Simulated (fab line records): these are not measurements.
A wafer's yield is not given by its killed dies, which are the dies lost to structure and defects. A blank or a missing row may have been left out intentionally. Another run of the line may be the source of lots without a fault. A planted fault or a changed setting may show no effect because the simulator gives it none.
8D (eight disciplines) problem report, filled in by code	flow sky130	the parts of the form that need people (team, actions taken, sign-off) are left out

## 1. THE PROBLEM
Across 6 wafers from 2 lots, VT_ADJUST_PCH_TW at SKY_VT_ADJUST_PCH_TW_MEAS_10 averages 113.2, while fault-free wafers read 141.9 with a standard deviation of 0.74. That puts it -39 standard deviations away from the usual mean.
Seen first at day 15 23:17 on filmMetro-04, wafer L840.2. The record has a number at this step for 36 wafers belonging to 12 lots. Rule for "out" (also "out of limits"): further than 4 standard deviations from the usual mean. All remaining wafers that have a number are taken as sound.

## 2. WHAT IT IS, WHAT IT ISN'T
question	is	is not
which readings at this step	VT_ADJUST_PCH_TW	-
which lots	L840, L842	L823, L825, L828, L829, L830, L831, L832, L843, L845, L846
which wafers of those lots	all that have a number	-
read on which gauges	filmMetro-01, filmMetro-04	filmMetro-02
when	from day 15 23:17	up to then (21 sound wafers); but 9 sound wafers of L843, L845, L846 came after

## 3. THE SUSPECTS, EACH WITH WHAT RULES IT OUT
Counting: a tool at a process step up to the reading stays a suspect if it ran every lot that is out and no sound lot after the first of them.
- ruled out: the gauge at SKY_VT_ADJUST_PCH_TW_MEAS_10. 2 gauges (filmMetro-01, filmMetro-04) read the wafers that are out.
- implanter-03 at SKY_VT_ADJUST_PCH_IMPLANT_08: kept. Every lot that is out went through it, starting with L840 (day 15 23:03), and after that it ran no sound lot; the last sound lot it ran before then is L830 (day 13 14:26). Its own doseIonsCm2, faradayCurrentUA readings are out on those wafers.
Remaining after the count: implanter-03 at SKY_VT_ADJUST_PCH_IMPLANT_08.

## 4. THE CAUSE (what the simulator had put in)
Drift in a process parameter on implanter-03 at SKY_VT_ADJUST_PCH_IMPLANT_08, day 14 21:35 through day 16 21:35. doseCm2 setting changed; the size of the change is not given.
Only this tool survived the counting.

## 5. SEQUENCE OF EFFECTS, ordered by route
Each row: a reading where the mean over the struck wafers with a number is more than 3 standard deviations away from the usual. Only readings for which the record gives a usual standard deviation are gone through. hours: the time from each lot's start at the first step in this table that gives one to its start at this step, as a median over the lots. sigmas: the change in usual standard deviations.
hours	step	reading	usual	on struck wafers	change	sigmas
0	SKY_VT_ADJUST_PCH_IMPLANT_08	doseIonsCm2	5e+11	2e+11	-3e+11	-99 or more
0	SKY_VT_ADJUST_PCH_IMPLANT_08	faradayCurrentUA	2.82	1.12	-1.70	-35
0	SKY_VT_ADJUST_PCH_TW_MEAS_10	VT_ADJUST_PCH_TW	141.9	113.2	-28.7	-39
Its process steps:
- SKY_VT_ADJUST_PCH_IMPLANT_08
Later steps that measure or inspect, where all struck wafers having a row at the step show a number for every such reading and not one has moved that far: SKY_SONOS_ONO_CD_MEAS_13.

## 6. WHAT WOULD HAVE CAUGHT IT SOONER
In this record the first reading out of limits at a measuring or inspecting step was taken at day 15 23:17, 26 hours after the fault began at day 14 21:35.
Tool's own readings at SKY_VT_ADJUST_PCH_IMPLANT_08, doseIonsCm2, faradayCurrentUA: out on all struck wafers the step has rows for; an alarm limit on them would have tripped on the first.
Of the lots that are out (2), L842 began SKY_VT_ADJUST_PCH_IMPLANT_08 on implanter-03 after day 15 23:17. A tool hold placed at that time would have kept it from harm.
